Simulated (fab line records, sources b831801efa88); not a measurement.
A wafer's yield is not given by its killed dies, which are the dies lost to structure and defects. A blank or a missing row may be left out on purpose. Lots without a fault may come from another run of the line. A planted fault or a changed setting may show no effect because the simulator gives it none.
Chamber matching    flow sky130    rie diel-04 running SKY_VIA2_ETCH_15: 4 sister chambers
The step etches SiO2 in C4F8/O2/Ar, stops on TiN, target depth 546 nm, time 84 s. 4 wafers are shown with their chamber, then 9 later ones without.

== EACH WAFER AND ITS CHAMBER ==
wafer   chamber  rf fwd power W (W)
L084.1  1        1476
L084.6  0        1489
L086.5  2        1486
L086.6  3        1489

== WAFERS WITHOUT THEIR CHAMBER ==
wafer   rf fwd power W (W)
L089.2  1493
L089.3  1494
L089.5  1495
L092.3  1489
L092.5  1490
L092.6  1488
L093.2  1488
L093.3  1487
L093.5  1487

== THE CHAMBER EACH PASSED THROUGH ==
wafer   from the rows above           in truth
L089.2  can't be placed: 0 or 3 or 2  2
L089.3  can't be placed: 0 or 3 or 2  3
L089.5  can't be placed: 0 or 3 or 2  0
L092.3  can't be placed: 0 or 3 or 2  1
L092.5  can't be placed: 0 or 3 or 2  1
L092.6  can't be placed: 0 or 3 or 2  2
L093.2  can't be placed: 0 or 3 or 2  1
L093.3  can't be placed: 2 or 0 or 3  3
L093.5  can't be placed: 2 or 0 or 3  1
0 of 9 placed correctly. Cannot be placed on the basis of these rows: 9; the candidates contain the true chamber in 5. Placed wrongly: 0.
How it was worked out, from the rows above alone: a wafer's distance from a chamber is the root of the sum, over the readings, of the square of ((its reading less the chamber's mean) divided by the reading's scatter). If the next closest chamber is less than 2 further off than the closest, the wafer can't be placed; otherwise it belongs to the closest. Each chamber's mean is taken over the wafers shown for it. The scatter: with one shown wafer a chamber, the root of the mean of the squares of how far each hidden wafer lies from its nearest shown one.
